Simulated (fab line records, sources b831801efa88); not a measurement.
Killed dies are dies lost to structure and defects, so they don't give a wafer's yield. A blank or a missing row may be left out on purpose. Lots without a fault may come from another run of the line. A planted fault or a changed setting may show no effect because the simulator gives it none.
Split-lot experiment | flow sfq_line | 5 lots, 23 wafers read, on a route of 325 steps

THE SPLIT
At SFQ_TRILAYER_M8_DEP_EVAP_196 (material Au, target thk 180 nm, time 900 s), the setting time_s was moved away from the recipe's 900 s on 6 of the 23 wafers read, by -10.2% to +13.6%. The other wafers ran this setting at the recipe's value.

FROM THE SPLIT TO THE READING: what the file shows between them, 1 step
- SFQ_M8_RS_MEAS_949: measures by four-point-probe

THE READING
M8_AU_THK, in nm, at SFQ_M8_THK_MEAS_950 (measures by xrf). Fault-free wafers of this fab line usually give 180.4 nm, standard deviation 2.1 nm.

wafer  | tool, chamber at the split | time_s as run, s | against the recipe | M8_AU_THK, nm | against lot-mates on the recipe
L074.2 | pvd_sputter-01, -          | 900              | recipe             | 178.3         | -
L074.3 | pvd_sputter-01, -          | 900              | recipe             | 182.5         | -
L074.4 | pvd_sputter-01, -          | 900              | recipe             | 178.3         | -
L074.5 | pvd_sputter-01, -          | 900              | recipe             | 178.5         | -
L074.6 | pvd_sputter-01, -          | 900              | recipe             | 181.0         | -
L076.1 | pvd_sputter-01, -          | 900              | recipe             | 179.9         | -
L076.2 | pvd_sputter-01, -          | 807.9            | -10.2%             | 160.9         | -17.9
L076.3 | pvd_sputter-01, -          | 900              | recipe             | 177.7         | -
L076.4 | pvd_sputter-01, -          | 807.9            | -10.2%             | 162.0         | -16.8
L076.6 | pvd_sputter-01, -          | 807.9            | -10.2%             | 161.0         | -17.8
L077.2 | pvd_sputter-02, -          | 900              | recipe             | 177.5         | -
L077.3 | pvd_sputter-02, -          | 900              | recipe             | 175.7         | -
L077.4 | pvd_sputter-02, -          | 900              | recipe             | 178.1         | -
L077.5 | pvd_sputter-02, -          | 900              | recipe             | 176.9         | -
L077.6 | pvd_sputter-02, -          | 900              | recipe             | 177.3         | -
L079.1 | pvd_sputter-02, -          | 1022             | +13.6%             | 204.8         | +24.6
L079.3 | pvd_sputter-02, -          | 900              | recipe             | 180.4         | -
L079.4 | pvd_sputter-02, -          | 1022             | +13.6%             | 204.5         | +24.2
L079.5 | pvd_sputter-02, -          | 900              | recipe             | 180.1         | -
L079.6 | pvd_sputter-02, -          | 1022             | +13.6%             | 202.2         | +21.9
L083.1 | pvd_sputter-02, -          | 900              | recipe             | 182.9         | -
L083.2 | pvd_sputter-02, -          | 900              | recipe             | 180.2         | -
L083.6 | pvd_sputter-02, -          | 900              | recipe             | 181.9         | -

THE FIT
A straight line over all 23 wafers: M8_AU_THK changes by +1.79 nm for each +1% of time_s; r = +0.99; the points scatter about the line by 1.9 nm.
The same after taking each lot's own level away (the mean of its wafers on the recipe; 23 wafers): +1.73 nm for each +1%; r = +0.99; scatter 1.2 nm.
On that fit, the largest move of time_s shifts the reading by 23 nm.
The lots' own levels span 177.10 to 181.67 nm, that is 2.2 times the standard deviation above.
So the lot-to-lot level changes the slope little: the two slopes agree.
Check: with one of the wafers moved furthest among these (+13.6%) left out of the fit, the line predicts +23.1 nm for it against its lot-mates. It came out at +24.6 nm against them.

OTHER SPLITS ON THESE WAFERS
These wafers also went through other splits before the reading. Each is held against what the fit with the lots' levels taken away leaves over:
other split on the same wafers                   | wafers away from the commonest value | r with M8_AU_THK (lot level and that fit taken away)
SFQ_TRILAYER_M6_LITHO_COAT_164 resist_thk_nm     | 10                                   | -0.21
SFQ_TRILAYER_M6_LITHO_PEB_162 peb_temp_c         | 11                                   | +0.02
SFQ_TRILAYER_I6_VIA_LITHO_COAT_174 resist_thk_nm | 6                                    | +0.10
SFQ_TRILAYER_M7_LITHO_COAT_182 spin_rpm          | 7                                    | -0.50
SFQ_TRILAYER_M7_BARC_OPEN_METAL_ETCH_229 icp_w   | 6                                    | -0.16
SFQ_TRILAYER_I7_VIA_LITHO_PEB_190 peb_temp_c     | 8                                    | -0.03
SFQ_TRILAYER_M8_LITHO_COAT_193 resist_thk_nm     | 6                                    | +0.07

THE WHOLE CHAIN: every reading that the file lists as answering this split, in the file's order
step                         | what it does                               | reading                                                                                | change (the file's fit)              | r (the file's)
SFQ_TRILAYER_M8_DEP_EVAP_196 | material Au, target thk 180 nm, time 900 s | Au_of_TRILAYER_M8_DEP_EVAP_196.thk_nm (the simulator's own value, which no gauge read) | +1.77 nm for each +1% of the setting | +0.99
SFQ_M8_RS_MEAS_949           | measures by four-point-probe               | M8_AU_RS                                                                               | -0.00145 for each +1% of the setting | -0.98
SFQ_M8_THK_MEAS_950          | measures by xrf                            | M8_AU_THK                                                                              | +1.73 for each +1% of the setting    | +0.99

THE FILE'S OWN FIT
M8_AU_THK changes by +1.73 nm for each +1% of time_s, r = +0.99.
